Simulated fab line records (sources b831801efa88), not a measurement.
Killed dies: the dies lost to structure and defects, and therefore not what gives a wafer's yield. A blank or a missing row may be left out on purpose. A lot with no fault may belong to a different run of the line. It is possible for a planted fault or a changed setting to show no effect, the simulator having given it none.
Which of the tools did it? / flow sky130 / 11 lots with 33 wafers sampled at 3 steps, on a route of 708 steps

## WHAT THE GAUGES READ, wafer by wafer
SKY_SONOS_ONO_THK_MEAS_01.
lot=L496; measured=day 11 15:40; on=film_metro-04; SONOS_ONO_OXIDATION_THK (nm)=2.59 2.54 2.65
lot=L499; measured=day 12 09:55; on=film_metro-03; SONOS_ONO_OXIDATION_THK (nm)=2.50 2.56 2.56
lot=L502; measured=day 13 07:37; on=film_metro-04; SONOS_ONO_OXIDATION_THK (nm)=2.57 2.60 2.52
lot=L503; measured=day 13 18:17; on=film_metro-03; SONOS_ONO_OXIDATION_THK (nm)=1.88 1.90 1.88
lot=L504; measured=day 14 02:19; on=film_metro-04; SONOS_ONO_OXIDATION_THK (nm)=1.79 1.80 1.82
lot=L513; measured=day 17 11:14; on=film_metro-04; SONOS_ONO_OXIDATION_THK (nm)=2.62 2.61 2.62
lot=L514; measured=day 18 02:34; on=film_metro-03; SONOS_ONO_OXIDATION_THK (nm)=2.62 2.56 2.56
lot=L515; measured=day 18 02:33; on=film_metro-01; SONOS_ONO_OXIDATION_THK (nm)=2.68 2.60 2.60
lot=L517; measured=day 18 16:16; on=film_metro-01; SONOS_ONO_OXIDATION_THK (nm)=2.72 2.67 2.70
lot=L518; measured=day 19 00:28; on=film_metro-01; SONOS_ONO_OXIDATION_THK (nm)=2.71 2.59 2.57
lot=L519; measured=day 19 00:28; on=film_metro-04; SONOS_ONO_OXIDATION_THK (nm)=2.69 2.67 2.65

## WHAT TOOL EACH LOT RAN ON (gives the tool, then ch and the chambers of the sampled wafers, and finally the start)
lot=L496; SKY_VT_ADJUST_PCH_STRIP_09=plasma_asher-02 ch 1, day 10 12:44; SKY_SONOS_ONO_OXIDATION_00=furnace-02 ch 0, day 11 14:19
lot=L499; SKY_VT_ADJUST_PCH_STRIP_09=plasma_asher-02 ch 0,1, day 11 08:17; SKY_SONOS_ONO_OXIDATION_00=furnace-02 ch 0, day 12 08:33
lot=L502; SKY_VT_ADJUST_PCH_STRIP_09=plasma_asher-02 ch 0,1, day 12 04:40; SKY_SONOS_ONO_OXIDATION_00=furnace-01 ch 0, day 13 06:16
lot=L503; SKY_VT_ADJUST_PCH_STRIP_09=plasma_asher-01 ch 0,1, day 12 14:05; SKY_SONOS_ONO_OXIDATION_00=furnace-01 ch 0, day 13 16:56
lot=L504; SKY_VT_ADJUST_PCH_STRIP_09=plasma_asher-01 ch 0,1, day 12 21:49; SKY_SONOS_ONO_OXIDATION_00=furnace-01 ch 0, day 14 00:58
lot=L513; SKY_VT_ADJUST_PCH_STRIP_09=plasma_asher-04 ch 0,1, day 16 03:38; SKY_SONOS_ONO_OXIDATION_00=furnace-02 ch 0, day 17 09:54
lot=L514; SKY_VT_ADJUST_PCH_STRIP_09=plasma_asher-02 ch 0,1, day 16 12:19; SKY_SONOS_ONO_OXIDATION_00=furnace-02 ch 0, day 18 01:12
lot=L515; SKY_VT_ADJUST_PCH_STRIP_09=plasma_asher-02 ch 0,1, day 16 15:32; SKY_SONOS_ONO_OXIDATION_00=furnace-02 ch 0, day 18 01:12
lot=L517; SKY_VT_ADJUST_PCH_STRIP_09=plasma_asher-01 ch 0,1, day 17 02:30; SKY_SONOS_ONO_OXIDATION_00=furnace-01 ch 0, day 18 14:55
lot=L518; SKY_VT_ADJUST_PCH_STRIP_09=plasma_asher-02 ch 0,1, day 17 12:07; SKY_SONOS_ONO_OXIDATION_00=furnace-01 ch 0, day 18 23:07
lot=L519; SKY_VT_ADJUST_PCH_STRIP_09=plasma_asher-04 ch 0, day 17 16:20; SKY_SONOS_ONO_OXIDATION_00=furnace-01 ch 0, day 18 23:07
- SKY_VT_ADJUST_PCH_STRIP_09: strips in O2/N2.
- SKY_SONOS_ONO_OXIDATION_00: stabilise 600 s, purge 300 s, target thk 2.6 nm.

## THE ANSWER, worked out from the rows above alone
Rule: the usual values come from the lots themselves. Put in order of their means at a reading, lots are off if they are a third of the lots or fewer, leave a main group of 4 or more, and stand apart from it by a gap of 3 or more times the standard deviation of the main group's means; of several such gaps the widest counts. A main group is skipped when, at the precision printed for the reading in the tables above, its means are all equal. Also off: a lot with no number at a reading for which 4 or more lots have one. Any other lot the step has rows for is counted as sound.
Off: L503, L504, at SKY_SONOS_ONO_THK_MEAS_01 (SONOS_ONO_OXIDATION_THK). For the main group the mean is 2.61 nm and the standard deviation 0.047.
A tool fits if, at a process step before that reading, it ran every lot that is off, and no sound lot after the first of them. The gauges at SKY_SONOS_ONO_THK_MEAS_01 are tried like those tools. No candidate that was tried fits.

## WHAT HAD BEEN PUT IN BY THE SIMULATOR
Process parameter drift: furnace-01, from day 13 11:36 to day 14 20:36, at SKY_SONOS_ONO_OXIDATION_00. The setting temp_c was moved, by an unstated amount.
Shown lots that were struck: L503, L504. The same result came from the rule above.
